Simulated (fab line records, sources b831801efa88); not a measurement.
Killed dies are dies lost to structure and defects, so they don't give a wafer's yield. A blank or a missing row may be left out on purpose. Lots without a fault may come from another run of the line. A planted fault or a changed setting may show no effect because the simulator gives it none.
Which tool did it? | flow sfq_line | 14 lots, 42 wafers sampled, at 1 step of a route of 325

WHAT THE GAUGES READ, wafer by wafer
The record holds no reading of a measuring or inspecting step that can be judged against a usual standard deviation.

WHICH TOOL RAN EACH LOT (tool, then ch and the chambers of the sampled wafers, then the start)
lot  | SFQ_TRILAYER_I1_VIA_BARC_OPEN_VIA_ETCH_071
L902 | rie_diel-01 ch 0,1,2, day 25 03:02
L903 | rie_diel-03 ch 0,1,2, day 25 04:14
L904 | rie_diel-03 ch 0,3, day 25 23:24
L905 | rie_diel-02 ch 0,3, day 26 11:24
L909 | rie_diel-03 ch 0,1,2, day 28 00:36
L911 | rie_diel-03 ch 1,2,3, day 28 14:14
L915 | rie_diel-02 ch 0,1, day 30 01:02
L916 | rie_diel-01 ch 1,3, day 30 11:58
L917 | rie_diel-02 ch 0,1,2, day 30 14:22
L919 | rie_diel-03 ch 1,3, day 31 08:02
L921 | rie_diel-03 ch 0,2,3, day 33 01:26
L922 | rie_diel-01 ch 1,2, day 33 02:38
L923 | rie_diel-02 ch 0,2,3, day 33 07:40
L924 | rie_diel-02 ch 1,2,3, day 33 18:35
- SFQ_TRILAYER_I1_VIA_BARC_OPEN_VIA_ETCH_071: etches BARC in O2, target depth 125 nm, time 41.7 s.

WHAT THE TOOLS THEMSELVES READ (means of the sampled wafers that have a number; where no wafer has one, the mark that the record gives instead)
SFQ_TRILAYER_I1_VIA_BARC_OPEN_VIA_ETCH_071.
lot  | tool        | bias_w (W) | drypump_motor_current_A (A) | oes_product_au (a.u.)
L902 | rie_diel-01 | 79.79      | 5.9                         | 0.682
L903 | rie_diel-03 | 79.99      | 6.0                         | 0.682
L904 | rie_diel-03 | 80.04      | 6.2                         | 0.685
L905 | rie_diel-02 | 80.08      | 5.6                         | 0.687
L909 | rie_diel-03 | 84.34      | 6.0                         | 0.689
L911 | rie_diel-03 | 83.99      | 6.1                         | 0.686
L915 | rie_diel-02 | 80.17      | 5.2                         | 0.688
L916 | rie_diel-01 | 80.25      | 5.4                         | 0.684
L917 | rie_diel-02 | 80.20      | 5.5                         | 0.693
L919 | rie_diel-03 | 79.92      | 5.6                         | 0.685
L921 | rie_diel-03 | 80.06      | 6.4                         | 0.685
L922 | rie_diel-01 | 79.97      | 5.9                         | 0.681
L923 | rie_diel-02 | 80.03      | 5.7                         | 0.688
L924 | rie_diel-02 | 80.02      | 5.5                         | 0.679

THE ANSWER, worked out from the rows above alone
Rule: what is usual is taken from the lots themselves. Put in order of their means at a reading, lots are off if they are a third of the lots or fewer, leave a main group of 4 or more, and stand apart from it by a gap of 3 or more times the standard deviation of the main group's means; of several such gaps the widest counts. A main group whose means are all the same, to the digits that the tables above print for the reading, isn't used. A lot without any number at a reading at which 4 lots or more have one is off too. The other lots that the step has rows for count as sound. The gauges are gone through in route order, then the tools' own readings, and for those a lot's mean is taken as printed above. The first step at which some lot is off is used, and at that step the reading that is off furthest; a lot without a number counts as furthest.
Off: L909, L911, at SFQ_TRILAYER_I1_VIA_BARC_OPEN_VIA_ETCH_071 (bias_w). The main group: mean 80.04 W, standard deviation 0.12.
A tool fits if, at that step or a process step before it, it ran every lot that is off, and no sound lot after the first of them. None of those tried fits.

WHAT THE SIMULATOR HAD PUT IN
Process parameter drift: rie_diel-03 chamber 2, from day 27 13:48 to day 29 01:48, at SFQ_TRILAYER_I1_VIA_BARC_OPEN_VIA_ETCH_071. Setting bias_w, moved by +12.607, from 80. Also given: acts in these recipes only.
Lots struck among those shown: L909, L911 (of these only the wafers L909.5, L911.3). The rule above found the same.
